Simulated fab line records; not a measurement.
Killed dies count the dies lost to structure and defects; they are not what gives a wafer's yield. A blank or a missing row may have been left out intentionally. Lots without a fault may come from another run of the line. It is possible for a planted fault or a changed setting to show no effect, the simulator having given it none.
One fault through the eyes of 2 desks + flow gf180mcu + each desk has only its own numbers; what lay behind them comes last

## AT THE METROLOGY DESK
What the gauges read, lot by lot, whatever tool the lot ran on: means of the sampled wafers that have a number. A lot is out of limits, marked OUT, if its mean lies more than 4 standard deviations from the usual mean; the brackets give that distance.
Columns: A = cd-nm at GF_NSD_CD_MEAS_07, usual 400.5 nm; B = NSD_OVL at GF_NSD_OVL_MEAS_08, usual -0.6 nm; C = NSD_TW at GF_NSD_TW_MEAS_12, usual 4261; D = cd-nm at GF_PSD_CD_MEAS_07, usual 398.7 nm
| lot  | first seen here | A     | B    | C    | D     |
|------|-----------------|-------|------|------|-------|
| L394 | day 13 18:37    | 397.6 | 0.2  | 4300 | 399.9 |
| L395 | day 14 09:01    | 397.7 | -2.1 | 4180 | 398.7 |
| L402 | day 16 22:35    | 402.0 | -3.5 | 4322 | 398.1 |
| L408 | day 19 07:51    | 400.8 | 1.2  | 4280 | 397.8 |
| L409 | day 19 08:46    | 402.2 | -2.1 | 4283 | 399.6 |
| L414 | day 20 21:59    | 396.9 | -0.7 | 4204 | 397.7 |
Result from this desk: across the 6 lots, nothing is out of limits.

## TOOL OWNER'S DESK, litho-track-04
At GF_PSD_SOFTBAKE_03 (time 60 s), the tool's own readings, given per lot that ran on this tool as the mean of the sampled wafers with a number. A lot is out of limits, marked OUT, if its mean lies more than 4 standard deviations from the usual mean; the brackets give that distance.
Columns: A = heater-power-total-W at GF_PSD_SOFTBAKE_03, usual 56.60 W; B = run-length-s at GF_PSD_SOFTBAKE_03, usual 88.95 s
| lot  | first seen here | A                       | B               |
|------|-----------------|-------------------------|-----------------|
| L395 | day 14 19:43    | 56.60                   | 89.17           |
| L408 | day 19 20:28    | 61.93 (+99 or more) OUT | 75.11 (-53) OUT |
| L409 | day 19 21:44    | 61.98 (+99 or more) OUT | 75.15 (-53) OUT |
This desk's verdict: out of limits on L408, L409, starting with L408 at day 19 20:28 (heater-power-total-W at GF_PSD_SOFTBAKE_03). Within limits: L395.

## PUT TOGETHER
At day 19 20:28, on L408, L409, the tool owner's desk was in a position to raise an alarm.
From the metrology desk's view, nothing was out of limits.
The metrology desk holds a record of L408, L409, inside its limits.
The lots listed all ran GF_PSD_SOFTBAKE_03 on litho-track-04.

## WHAT THE SIMULATOR HAD INSERTED
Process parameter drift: litho-track-04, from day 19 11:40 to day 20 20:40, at GF_PSD_SOFTBAKE_03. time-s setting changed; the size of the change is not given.
Struck lots among those shown: L408, L409.
How many hours passed from the start of the fault until each desk's first out-of-limits reading: the tool owner's desk, 9.
